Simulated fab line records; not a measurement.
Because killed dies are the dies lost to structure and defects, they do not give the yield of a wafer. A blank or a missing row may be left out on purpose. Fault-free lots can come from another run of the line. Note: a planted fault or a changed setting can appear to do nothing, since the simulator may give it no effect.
Comparing a struck lot with a sound one -- flow sky130 -- 17 steps out of a route of 708
Sound: these wafers, L500.3, L500.4, L500.5. Wafers struck: L504.1, L504.4, L504.5. The cause comes at the end.
At each step with rows: each side's tool, then ch and its chambers, then its first start. Under that, the readings that differ: sound wafers -- struck wafers -- difference of the means -- sigmas: that difference in standard deviations of wafers without a fault.
alike: readings whose means differ by less than 2 such deviations, and words and numbers that are the same on both sides. not compared: withheld readings, readings that some wafer has no value for, bounds like >300 that may hide the same value, and numbers for which the record gives no deviation and whose values overlap.
The two part at a step that has a row with sigmas, a row that says differs or no value, or rows on one side only. Non-overlapping numbers with no deviation appear without sigmas and do not part them. Lack of a reading on every wafer of one side parts them only where that side has two or more wafers.

SKY_VT_ADJUST_HVTR_OVL_MEAS_08:
  struck on overlay-02, day 11 19:25; sound on overlay-01, day 10 19:23
  alike: VT_ADJUST_HVTR_OVL
next, for these wafers, 1 step has no rows: SKY_VT_ADJUST_HVTR_IMPLANT_09.
SKY_VT_ADJUST_HVTR_STRIP_10: strips in O2/N2.
  sound on plasma_asher-01 ch 0,1, day 10 19:36; struck on plasma_asher-02 ch 0,1, day 11 19:36
  alike: drypump_motor_current_A, oes_product_au, strip_time_to_endpoint_s
  not compared: rf_hours_counter_h
SKY_VT_ADJUST_HVTR_TW_MEAS_11:
  struck on film_metro-03, day 11 19:42; sound on film_metro-03, day 10 19:41
  alike: VT_ADJUST_HVTR_TW
then, 7 steps without rows for these wafers: SKY_VT_ADJUST_PCH_DEHYDRATE_00 (time 60 s); SKY_VT_ADJUST_PCH_HMDS_01 (prime time 60 s); SKY_VT_ADJUST_PCH_COAT_02 (resist thk 3000 nm); SKY_VT_ADJUST_PCH_SOFTBAKE_03; SKY_VT_ADJUST_PCH_EXPOSE_04 (exposes mask NWM, target cd 840 nm); SKY_VT_ADJUST_PCH_PEB_05; SKY_VT_ADJUST_PCH_DEVELOP_06 (develop time 60 s).
SKY_VT_ADJUST_PCH_OVL_MEAS_07:
  struck on overlay-01, day 12 19:45; sound on overlay-01, day 11 19:02
  alike: VT_ADJUST_PCH_OVL
SKY_VT_ADJUST_PCH_IMPLANT_08:
  sound on implanter-03 ch 0, day 11 19:07; struck on implanter-03 ch 0, day 12 19:47
reading,sound,struck,difference,sigmas
dose_ions_cm2,4.995e+11 5.003e+11 4.995e+11,4.98e+10 4.95e+10 4.92e+10,-4.50e+11,-99 or more
faraday_current_uA,2.89 2.86 2.76,0.28 0.27 0.28,-2.56,-47
SKY_VT_ADJUST_PCH_STRIP_09: strips in O2/N2.
  sound on plasma_asher-01 ch 0,1, day 11 19:15; struck on plasma_asher-01 ch 0,1, day 12 19:56
  alike: drypump_motor_current_A, oes_product_au, strip_time_to_endpoint_s
  not compared: rf_hours_counter_h
SKY_VT_ADJUST_PCH_TW_MEAS_10:
  struck on film_metro-04, day 12 20:02; sound on film_metro-02, day 11 19:20
reading,sound,struck,difference,sigmas
VT_ADJUST_PCH_TW,142.7 142.5 143.0,83.2 83.0 84.0,-59.3,-80
then, 1 step without rows for these wafers: SKY_SONOS_TUNNEL_DEHYDRATE_00 (time 60 s).
-- record jumps: 35 days separate the struck wafers' starts on either side; left off in module SONOS_TUNNEL, taken up again in module PAD_OPEN, whose first shown step is the route's number 708 --
SKY_PAD_OPEN_PROBE_99:
  struck on prober-02, day 47 16:43; sound on prober-01, day 47 01:00
reading,sound,struck,difference,sigmas
killed_at_front_end,9 13 15,26 19 24,+11,+2
model.etest.nfet_16v.r_on_ohm_um,1.39e+04 1.394e+04 1.4e+04,1.357e+04 1.361e+04 1.37e+04,-3.200e+02,
model.etest.pfet_g5v0d10v5.r_on_ohm_um,4740 4761 4700,5073 5045 5078,+332,
model.etest.tip_p.rs_ohm_sq,6815 6892 6828,6952 6998 6990,+135,
model.etest.tip_p_5v.rs_ohm_sq,2860 2861 2887,2939 2906 2947,+61,
model.etest.pfet_g5v0d10v5.drive_ua_um,345.2 338.9 344.5,316.2 318.6 313.9,-26.6,
model.etest.pfet_01v8_lvt.drive_ua_um,174.8 174.8 178,160.2 159.8 158.7,-16.3,
model.etest.pfet_16v.drive_ua_um,245.4 247.8 244.5,229.3 230.8 228.8,-16.3,
model.etest.pfet_01v8_mvt.drive_ua_um,158.7 155.7 160.4,142.4 143.6 140.4,-16.1,
  alike: killed_at_M0_to_M3, killed_at_M4_up, killed_at_contacts, killed_at_other, killed_dies, killed_on_rim, killed_open, killed_short

WHERE THEY PART
At SKY_VT_ADJUST_PCH_IMPLANT_08 first; at SKY_PAD_OPEN_PROBE_99 last (within this record only).

WHY: what had been put in by the simulator
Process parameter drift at SKY_VT_ADJUST_PCH_IMPLANT_08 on implanter-03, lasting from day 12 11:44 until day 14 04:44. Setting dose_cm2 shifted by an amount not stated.
